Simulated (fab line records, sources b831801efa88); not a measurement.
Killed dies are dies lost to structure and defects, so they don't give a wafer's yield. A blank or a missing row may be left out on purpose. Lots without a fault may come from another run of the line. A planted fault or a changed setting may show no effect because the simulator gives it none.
Which tool did it? | flow sky130 | 14 lots, 42 wafers sampled, at 3 steps of a route of 708

WHAT THE GAUGES READ, wafer by wafer
SKY_CAPM_RS_MEAS_03: measures by four-point-probe.
lot  | measured     | on            | CAPM_TIN_RS (ohm/sq)
L752 | day 36 17:10 | film_metro-02 | 6.99 7.05 6.91
L753 | day 36 21:09 | film_metro-02 | 6.89 6.98 6.91
L754 | day 37 04:01 | film_metro-02 | 7.01 6.98 6.97
L755 | day 37 11:50 | film_metro-01 | 7.00 6.93 7.00
L756 | day 38 00:08 | film_metro-03 | 6.97 6.86 6.95
L759 | day 38 18:06 | film_metro-02 | 6.91 6.93 6.95
L758 | day 38 19:31 | film_metro-03 | 6.95 6.97 6.91
L768 | day 41 13:54 | film_metro-03 | 6.92 7.05 7.12
L769 | day 41 14:12 | film_metro-01 | 6.93 7.00 6.99
L770 | day 42 06:57 | film_metro-03 | 6.88 6.92 6.93
L771 | day 42 09:26 | film_metro-03 | 6.85 6.77 6.79
L772 | day 42 13:09 | film_metro-02 | 6.98 6.88 7.00
L773 | day 42 15:53 | film_metro-01 | 6.83 6.94 6.83
L774 | day 44 07:39 | film_metro-01 | 6.92 6.82 6.97

WHICH TOOL RAN EACH LOT (tool, then ch and the chambers of the sampled wafers, then the start)
lot  | SKY_METAL3_SPUTTER_00        | SKY_CAPM_CVD_00
L752 | pvd_sputter-04, day 36 16:50 | pecvd-04 ch 0,1,2, day 36 16:59
L753 | pvd_sputter-01, day 36 20:44 | pecvd-04 ch 1,2, day 36 20:54
L754 | pvd_sputter-01, day 37 03:40 | pecvd-01 ch 0,2, day 37 03:49
L755 | pvd_sputter-03, day 37 11:29 | pecvd-04 ch 0,1,2, day 37 11:39
L756 | pvd_sputter-03, day 37 23:47 | pecvd-01 ch 0,1,2, day 37 23:56
L759 | pvd_sputter-03, day 38 17:46 | pecvd-04 ch 1,2, day 38 17:55
L758 | pvd_sputter-03, day 38 19:08 | pecvd-03 ch 0,1,2, day 38 19:18
L768 | pvd_sputter-03, day 41 13:32 | pecvd-01 ch 0,1, day 41 13:41
L769 | pvd_sputter-04, day 41 13:50 | pecvd-03 ch 0,1,2, day 41 13:59
L770 | pvd_sputter-01, day 42 06:36 | pecvd-03 ch 0,1,2, day 42 06:46
L771 | pvd_sputter-01, day 42 09:05 | pecvd-04 ch 1, day 42 09:14
L772 | pvd_sputter-01, day 42 12:48 | pecvd-03 ch 0,1,2, day 42 12:57
L773 | pvd_sputter-01, day 42 15:31 | pecvd-04 ch 1,2, day 42 15:40
L774 | pvd_sputter-03, day 44 07:17 | pecvd-03 ch 1,2, day 44 07:26
- SKY_METAL3_SPUTTER_00: material Ti, target thk 15 nm, time 10 s.
- SKY_CAPM_CVD_00: deposits SiO2, target thk 15.5 nm.

WHAT THE TOOLS THEMSELVES READ (means of the sampled wafers that have a number; where no wafer has one, the mark that the record gives instead)
SKY_METAL3_SPUTTER_00.
lot  | tool           | throttle_valve_pct (%)
L752 | pvd_sputter-04 | 29.6
L753 | pvd_sputter-01 | 30.5
L754 | pvd_sputter-01 | 30.7
L755 | pvd_sputter-03 | 29.0
L756 | pvd_sputter-03 | 29.0
L759 | pvd_sputter-03 | 28.9
L758 | pvd_sputter-03 | 29.2
L768 | pvd_sputter-03 | 29.2
L769 | pvd_sputter-04 | 31.0
L770 | pvd_sputter-01 | 30.7
L771 | pvd_sputter-01 | 30.7
L772 | pvd_sputter-01 | 30.6
L773 | pvd_sputter-01 | 30.7
L774 | pvd_sputter-03 | 29.1

SKY_CAPM_CVD_00.
lot  | tool     | heater_power_outer_w (W) | heater_power_w (W)
L752 | pecvd-04 | 383                      | 666
L753 | pecvd-04 | 341                      | 597
L754 | pecvd-01 | 312                      | 521
L755 | pecvd-04 | 399                      | 682
L756 | pecvd-01 | 405                      | 646
L759 | pecvd-04 | 372                      | 645
L758 | pecvd-03 | 441                      | 726
L768 | pecvd-01 | 326                      | 557
L769 | pecvd-03 | 419                      | 701
L770 | pecvd-03 | 444                      | 718
L771 | pecvd-04 | 355                      | 640
L772 | pecvd-03 | 443                      | 737
L773 | pecvd-04 | 303                      | 555
L774 | pecvd-03 | 402                      | 691

THE ANSWER, worked out from the rows above alone
Rule: what is usual is taken from the lots themselves. Put in order of their means at a reading, lots are off if they are a third of the lots or fewer, leave a main group of 4 or more, and stand apart from it by a gap of 3 or more times the standard deviation of the main group's means; of several such gaps the widest counts. A main group whose means are all the same, to the digits that the tables above print for the reading, isn't used. A lot without any number at a reading at which 4 lots or more have one is off too. The other lots that the step has rows for count as sound. The gauges are gone through in route order, then the tools' own readings, and for those a lot's mean is taken as printed above. The first step at which some lot is off is used, and at that step the reading that is off furthest; a lot without a number counts as furthest.
No lot is off at any reading shown: from this, nothing can be told.

WHAT THE SIMULATOR HAD PUT IN
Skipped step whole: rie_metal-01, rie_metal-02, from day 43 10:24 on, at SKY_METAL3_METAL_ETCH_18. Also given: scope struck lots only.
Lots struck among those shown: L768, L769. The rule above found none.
